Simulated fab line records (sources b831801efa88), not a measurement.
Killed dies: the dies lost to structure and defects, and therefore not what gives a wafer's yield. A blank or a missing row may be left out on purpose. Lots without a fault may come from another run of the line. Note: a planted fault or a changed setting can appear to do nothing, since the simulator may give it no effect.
Comparing a struck lot with a sound one | flow sky130 | 37 out of 708 route steps
Sound: wafers L858.1, L858.2, L858.6. Struck: wafers L864.3, L864.6 (left out: L864.2, a lot-mate that was not struck); the cause follows at the end.
Order at every step that has rows: each side's tool, ch and its chambers, its first start. Under that, the readings that differ: sound wafers | struck wafers | difference of the means | sigmas: that difference in standard deviations of wafers without a fault.
alike: readings with means less than 2 such deviations apart, plus words and numbers identical on both sides. not compared: withheld readings, readings lacking a value on some wafer, bounds such as >300 that could conceal the same value, and numbers that have no deviation in the record and whose values overlap.
The two part at a step that has a row with sigmas, a row that says differs or no value, or rows on one side only. Numbers that don't overlap but have no deviation are shown without sigmas and don't part them. Lack of a reading on every wafer of one side parts them only where that side has two or more wafers.

first, 1 step without rows for these wafers: SKY_METAL2_DEVELOP_14 (develop time 60 s).
SKY_METAL2_CD_MEAS_15 targets a cd of 140 nm.
  sound on cd-sem-01 at day 36 06:05; struck on cd-sem-02 at day 37 21:45
  alike: cd-nm
SKY_METAL2_OVL_MEAS_16:
  sound on overlay-01 at day 36 06:12; struck on overlay-02 at day 37 21:52
  alike: METAL2_OVL
then, 1 step without rows for these wafers: SKY_METAL2_DESCUM_17 (chemistry O2, time 8 s).
SKY_METAL2_ETCH_18: etches BARC in N2/H2, stops on SiO2, time 45.9 s, target depth 60 nm.
  sound on rie-metal-04 ch 0,1, day 36 06:16; struck on rie-metal-03 ch 0, day 37 21:55
  alike: bias-w, drypump-motor-current-A, oes-product-au, throttle-valve-pct
  not compared: rf-hours-counter-h
SKY_METAL2_METAL_ETCH_19: etches the open film in Cl2/BCl3, stops on SiO2, target depth 360 nm, time 78 s.
  sound on rie-metal-04 ch 0,1, day 36 06:20; struck on rie-metal-03 ch 0, day 37 21:59
  alike: bias-w, drypump-motor-current-A, oes-product-au, throttle-valve-pct
  not compared: rf-hours-counter-h
then, 5 steps without rows for these wafers: SKY_METAL2_STRIP_20 (strips in O2/N2); SKY_METAL2_STRIP_21 (strips in post etch residue remover, time 1200 s); SKY_METAL2_CLEAN_22 (cleans in IPA, time 180 s); SKY_METAL2_CLEAN_23 (cleans in O3/DIW); SKY_VIA2_HDPCVD_00 (deposits SiO2, target thk 1180 nm, time 196.7 s).
SKY_VIA2_THK_MEAS_01:
  sound on film-metro-04 at day 36 07:11; struck on film-metro-01 at day 37 22:50
  alike: VIA2_HDPCVD_THK
SKY_VIA2_CMP_02: polishes SiO2.
  sound on cmp-01 ch 0,1,2, day 36 07:18; struck on cmp-02 ch 1, day 37 22:59
  reading                                  | sound             | struck      | difference | sigmas
  model.SiO2_of_VIA2_HDPCVD_00.thk-nm (nm) | 494.9 493.8 493.1 | 616.9 616.7 | +122.9     |
  alike: motor-current-A
SKY_VIA2_BOW_MEAS_03:
  sound on film-metro-02 at day 36 07:33; struck on film-metro-02 at day 37 23:19
  alike: VIA2_BOW
then, 8 steps without rows for these wafers: SKY_VIA2_DEHYDRATE_04 (time 60 s); SKY_VIA2_HMDS_05 (prime time 60 s); SKY_VIA2_COAT_06 (resist thk 60 nm); SKY_VIA2_COAT_07 (resist thk 450 nm); SKY_VIA2_SOFTBAKE_08 (time 90 s); SKY_VIA2_EXPOSE_09 (exposes mask VIM2, target cd 200 nm); SKY_VIA2_PEB_10; SKY_VIA2_DEVELOP_11 (develop time 60 s).
SKY_VIA2_CD_MEAS_12 targets a cd of 200 nm.
  sound on cd-sem-01 at day 37 08:19; struck on cd-sem-01 at day 39 00:32
  alike: cd-nm
SKY_VIA2_OVL_MEAS_13:
  sound on overlay-02 at day 37 08:26; struck on overlay-01 at day 39 00:38
  alike: VIA2_OVL
SKY_VIA2_ETCH_14: etches BARC in N2/H2, stops on SiO2, time 45.9 s, target depth 60 nm.
  sound on rie-diel-03 ch 2,3, day 37 08:28; struck on rie-diel-04 ch 0,1, day 39 00:40
  alike: bias-w, drypump-motor-current-A, oes-product-au, throttle-valve-pct
  not compared: rf-hours-counter-h
SKY_VIA2_ETCH_15: etches SiO2 in C4F8/O2/Ar, stops on TiN, target depth 546 nm, time 84 s.
  sound on rie-diel-03 ch 2,3, day 37 08:31; struck on rie-diel-04 ch 0,1, day 39 00:43
  reading                          | sound             | struck      | difference | sigmas
  oes-product-au (a.u.)            | 0.938 0.946 0.929 | 1.018 0.995 | +0.069     | +15
  model.VIA2.feature-depth-nm (nm) | 494.9 493.8 493.1 | 556.7 540.5 | +54.7      |
  model.etch.depth-nm (nm)         | 494.9 493.8 493.1 | 556.7 540.5 | +54.7      |
  alike: bias-w
  not compared: rf-hours-counter-h
SKY_VIA2_STRIP_16: strips in O2/N2.
  sound on plasma-asher-01 ch 0,1, day 37 08:34; struck on plasma-asher-01 ch 0, day 39 00:46
  alike: drypump-motor-current-A, oes-product-au, strip-time-to-endpoint-s
  not compared: rf-hours-counter-h
then, 5 steps without rows for these wafers: SKY_VIA2_STRIP_17 (strips in post etch residue remover, time 1200 s); SKY_VIA2_CLEAN_18 (cleans in IPA, time 180 s); SKY_VIA2_CLEAN_19 (cleans in O3/DIW); SKY_VIA2_SPUTTER_20 (material TiN, target thk 20 nm, time 80 s); SKY_VIA2_CVD_21 (deposits W, target thk 420 nm, time 126.4 s).
SKY_VIA2_CMP_24: polishes, stops on SiO2, t overpolish 20 s, target thk 0 nm.
  sound on cmp-01 ch 0,2,3, day 37 09:40; struck on cmp-02 ch 1, day 39 01:51
  reading                                  | sound             | struck      | difference | sigmas
  model.SiO2_of_VIA2_HDPCVD_00.thk-nm (nm) | 490.5 489.4 488.7 | 612.5 612.3 | +122.9     |
  alike: motor-current-A
SKY_METAL3_SPUTTER_00: material Ti, target thk 15 nm, time 10 s.
  rows exist in the record for the sound wafers here (pvd-sputter-01, day 37 09:52), none for the struck ones
SKY_METAL3_SPUTTER_01: material TiN, target thk 20 nm, time 16.7 s.
  rows exist in the record for the sound wafers here (pvd-sputter-01, day 37 09:54), none for the struck ones
SKY_METAL3_SPUTTER_02: material AlCu, target thk 735 nm, time 39.1 s.
  rows exist in the record for the sound wafers here (pvd-sputter-01, day 37 09:55), none for the struck ones
-- the record jumps here: 9 days lie between the struck wafers' starts before and after (it left off in module METAL3 and takes up again in module PAD_OPEN, whose first step shown is number 708 of the route) --
SKY_PAD_OPEN_PROBE_99:
  sound on prober-02 at day 46 16:31; struck on prober-01 at day 47 23:12
  reading                                    | sound | struck | difference | sigmas
  model.etest.sram-nfet-pass.open            | 0 0 0 | 1 1    | +1         |
  model.etest.sonos-erased.open              | 0 0 0 | 1 1    | +1         |
  model.etest.diode-pwell-dnwell.under-floor | 0 0 0 | 1 1    | +1         |
  model.etest.nfet_16v.open                  | 0 0 0 | 1 1    | +1         |
  model.etest.res-pwell-under-gate.open      | 0 0 0 | 1 1    | +1         |
  model.etest.tip-n.open                     | 0 0 0 | 1 1    | +1         |
  model.etest.tip-p.open                     | 0 0 0 | 1 1    | +1         |
  model.etest.res-li.open                    | 0 0 0 | 1 1    | +1         |

WHERE THEY PART
At SKY_VIA2_ETCH_15 first; at SKY_METAL3_SPUTTER_02 last (within this record only).

WHY: what the simulator had put in
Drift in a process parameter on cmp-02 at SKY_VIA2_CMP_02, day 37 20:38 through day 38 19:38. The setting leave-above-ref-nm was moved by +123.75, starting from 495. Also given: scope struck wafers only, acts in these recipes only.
